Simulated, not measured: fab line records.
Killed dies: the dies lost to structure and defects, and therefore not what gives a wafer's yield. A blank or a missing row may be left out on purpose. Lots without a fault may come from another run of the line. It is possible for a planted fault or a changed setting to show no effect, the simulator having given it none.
Problem report, 8D (eight disciplines) form, completed by code + flow gf180mcu + the parts of the form that need people (team, actions taken, sign-off) are left out

1. WHAT WENT WRONG
Wafers without a fault read 141.3 s, standard deviation 0.62; runLengthS at GF_STI_ETCH_13 reads a mean of 127.2 s on 6 wafers belonging to 2 lots. Relative to the usual mean, that is a shift of -23 standard deviations.
The step: etches the open film in CHF3/O2, stops on Si, target depth 282.31 nm, time 112.9 s.
Earliest sighting: wafer L945.1 on rieDiel-01 at day 4 20:09. At this step, 33 wafers from 11 lots have a number in the record. Rule for "out" (also "out of limits"): further than 4 standard deviations from the usual mean. The rest of the wafers with a number are treated as sound.

2. WHAT IT IS; WHAT IT IS NOT
| question                    | is                       | is not                                                                    |
|-----------------------------|--------------------------|---------------------------------------------------------------------------|
| which readings at this step | runLengthS, oesProductAu | drypumpMotorCurrentA                                                      |
| which lots                  | L945, L949               | L932, L933, L936, L938, L940, L941, L943, L946, L952                      |
| which wafers of those lots  | all that have a number   | -                                                                         |
| read on which tools         | rieDiel-01               | rieDiel-02, rieDiel-04                                                    |
| when                        | from day 4 20:09         | up to then (21 sound wafers); but 6 sound wafers of L946, L952 came after |

3. WHAT RULES OUT EACH SUSPECT
Counting: a tool stays on the suspect list if, at a process step up to the reading, it processed all lots that are out and no sound lot following the first of them.
- rieDiel-01 at GF_STI_ETCH_13 (etches the open film in CHF3/O2, stops on Si, target depth 282.31 nm, time 112.9 s): kept. It processed each lot that is out, first L945 at day 4 20:09, and no sound lot thereafter; up to then, the last sound lot it processed was L941 at day 4 00:06. On those wafers its own readings are out: oesProductAu, runLengthS.
After counting, what remains is rieDiel-01 at GF_STI_ETCH_13.

4. THE CAUSE (what the simulator had put in)
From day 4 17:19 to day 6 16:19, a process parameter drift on rieDiel-01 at GF_STI_ETCH_13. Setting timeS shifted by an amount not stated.
This tool alone remained once counting was done.

5. THE EFFECT CHAIN, in route order
One row per reading whose mean, taken over the struck wafers that have a number, lies over 3 standard deviations from the usual. Readings are gone through only where the record gives a usual standard deviation; hours: the median, over the lots, of the time from a lot's start at the first step in this table giving one to that lot's start at this step; sigmas: the change measured in usual standard deviations.
| hours | step            | reading              | usual      | on struck wafers | change | sigmas |
|-------|-----------------|----------------------|------------|------------------|--------|--------|
| 0     | GF_STI_ETCH_13  | oesProductAu         | 0.832 a.u. | 0.956            | +0.124 | +20    |
| 0     | GF_STI_ETCH_13  | runLengthS           | 141.3 s    | 127.2            | -14.1  | -23    |
| 0     | GF_STI_ETCH_13  | throttleValvePct     | 8.810 %    | 8.848            | +0.038 | +3.8   |
| 0     | GF_STI_STRIP_15 | oesProductAu         | 0.384 a.u. | 0.399            | +0.015 | +3.0   |
| 0     | GF_STI_STRIP_15 | stripTimeToEndpointS | 3.74 s     | 4.05             | +0.31  | +6.2   |
Here are the process steps it includes:
- GF_STI_ETCH_13: etches the open film in CHF3/O2, stops on Si, target depth 282.31 nm, time 112.9 s.
- GF_STI_STRIP_15: strips in O2/N2.
Later measuring or inspecting steps at which every struck wafer that the step has a row for has a number for every such reading, and none has moved that far: GF_VT_IMPLANT_OVL_MEAS_18.

6. HOW IT WOULD HAVE BEEN CAUGHT EARLIER
In this record the first reading out of limits was taken at day 4 20:09, 3 hours after the fault began at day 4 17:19.
